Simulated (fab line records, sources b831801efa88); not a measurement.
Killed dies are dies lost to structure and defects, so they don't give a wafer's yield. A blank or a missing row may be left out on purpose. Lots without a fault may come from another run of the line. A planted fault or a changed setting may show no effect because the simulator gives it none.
A struck lot beside a sound one | flow sky130 | 36 steps out of a route of 708
Sound: wafers L530.2, L530.4, L530.5. Struck: wafers L536.3, L536.4, L536.6. The cause comes at the end.
At each step with rows: each side's tool, then ch and its chambers, then its first start. Under that, the readings that differ: sound wafers | struck wafers | difference of the means | sigmas: that difference in standard deviations of wafers without a fault.
alike: readings whose means differ by less than 2 such deviations, and words and numbers that are the same on both sides. not compared: withheld readings, readings that some wafer has no value for, bounds like >300 that may hide the same value, and numbers for which the record gives no deviation and whose values overlap.
The two part at a step that has a row with sigmas, a row that says differs or no value, or rows on one side only. Numbers that don't overlap but have no deviation are shown without sigmas and don't part them. A reading that every wafer of one side lacks parts them only if that side has two wafers or more.

first, 6 steps without rows for these wafers: SKY_PWDE_HMDS_01 (prime time 60 s); SKY_PWDE_COAT_02 (resist thk 3000 nm); SKY_PWDE_SOFTBAKE_03; SKY_PWDE_EXPOSE_04 (exposes mask PWDEM, target cd 840 nm); SKY_PWDE_PEB_05; SKY_PWDE_DEVELOP_06 (develop time 60 s).
SKY_PWDE_OVL_MEAS_07:
  sound on overlay-01, day 5 04:27; struck on overlay-02, day 6 11:36
  alike: PWDE_OVL
then, 1 step without rows for these wafers: SKY_PWDE_IMPLANT_08.
SKY_PWDE_STRIP_09: strips in O2/N2.
  sound on plasma_asher-04 ch 0, day 5 04:38; struck on plasma_asher-01 ch 0,1, day 6 11:49
  alike: drypump_motor_current_A, oes_product_au, strip_time_to_endpoint_s
  not compared: rf_hours_counter_h
SKY_PWDE_TW_MEAS_10:
  sound on film_metro-04, day 5 04:44; struck on film_metro-02, day 6 11:54
  alike: PWDE_TW
then, 2 steps without rows for these wafers: SKY_NWELL_DEHYDRATE_03 (time 60 s); SKY_NWELL_HMDS_04 (prime time 60 s).
SKY_NWELL_COAT_05: resist thk 3000 nm.
  sound on litho_track-03 ch 0, day 5 13:25; struck on litho_track-02, day 6 20:45
  no value came back on the struck wafers for chill_plate_temp_C (C), dispense_pressure_kPa (kPa), exhaust_pa (Pa), resist_line_temp_C (C); on the sound wafers chill_plate_temp_C (C) reads 23.03 22.89 23.08
then, 4 steps without rows for these wafers: SKY_NWELL_SOFTBAKE_06; SKY_NWELL_EXPOSE_07 (exposes mask NWM, target cd 840 nm); SKY_NWELL_PEB_08; SKY_NWELL_DEVELOP_09 (develop time 60 s).
SKY_NWELL_OVL_MEAS_10:
  sound on overlay-01, day 5 22:31; struck on overlay-01, day 7 06:31
  reading           | sound        | struck | difference                    | sigmas
  NWELL_00_OVL (nm) | 2.0 -1.9 0.7 | - - -  | no value on the struck wafers |
then, 3 steps without rows for these wafers: SKY_NWELL_IMPLANT_11; SKY_NWELL_IMPLANT_12; SKY_NWELL_IMPLANT_13.
SKY_NWELL_STRIP_14: strips in O2/N2.
  sound on plasma_asher-03 ch 0,1, day 5 23:00; struck on plasma_asher-02 ch 0,1, day 7 07:02
  no value came back on the struck wafers for oes_product_au (a.u.), strip_time_to_endpoint_s (s); on the sound wafers oes_product_au (a.u.) reads 0.729 0.723 0.723
  alike: drypump_motor_current_A
  not compared: rf_hours_counter_h
SKY_NWELL_TW_MEAS_15:
  sound on film_metro-01, day 5 23:07; struck on film_metro-01, day 7 07:07
  alike: NWELL_TW
then, 7 steps without rows for these wafers: SKY_NWELL_DEHYDRATE_16 (time 60 s); SKY_NWELL_HMDS_17 (prime time 60 s); SKY_NWELL_COAT_18 (resist thk 3000 nm); SKY_NWELL_SOFTBAKE_19; SKY_NWELL_EXPOSE_20 (exposes mask NWM COMPLEMENT, target cd 840 nm); SKY_NWELL_PEB_21; SKY_NWELL_DEVELOP_22 (develop time 60 s).
SKY_NWELL_OVL_MEAS_23:
  sound on overlay-02, day 6 16:57; struck on overlay-01, day 8 03:16
  alike: NWELL_01_OVL
then, 1 step without rows for these wafers: SKY_NWELL_IMPLANT_24.
SKY_NWELL_STRIP_25: strips in O2/N2.
  sound on plasma_asher-03 ch 0, day 6 17:08; struck on plasma_asher-03 ch 0,1, day 8 03:28
  alike: drypump_motor_current_A, oes_product_au, strip_time_to_endpoint_s
  not compared: rf_hours_counter_h
SKY_NWELL_TW_MEAS_26:
  sound on film_metro-01, day 6 17:14; struck on film_metro-04, day 8 03:33
  reading    | sound       | struck         | difference | sigmas
  NWELL_2_TW | 494 492 493 | 1844 1851 1850 | +1355      | +99 or more
then, 1 step without rows for these wafers: SKY_NWELL_CLEAN_27 (cleans in SC1/SC2, time 150 s).
-- the record jumps here: 41 days lie between the struck wafers' starts before and after (it left off in module NWELL and takes up again in module PAD_OPEN, whose first step shown is number 708 of the route) --
SKY_PAD_OPEN_PROBE_99:
  sound on prober-01, day 47 05:46; struck on prober-02, day 48 17:59
  reading             | sound    | struck      | difference | sigmas
  killed_at_front_end | 12 21 15 | 432 419 427 | +410       | +91
  killed_dies         | 78 72 86 | 492 492 492 | +413       | +45
  killed_on_rim       | 16 11 14 | 96 96 96    | +82        | +24
  alike: killed_at_M0_to_M3, killed_at_M4_up, killed_at_contacts, killed_at_other, killed_open, killed_short

WHERE THEY PART
First at SKY_NWELL_COAT_05; last, within this record, at SKY_PAD_OPEN_PROBE_99.

WHY: what the simulator had put in
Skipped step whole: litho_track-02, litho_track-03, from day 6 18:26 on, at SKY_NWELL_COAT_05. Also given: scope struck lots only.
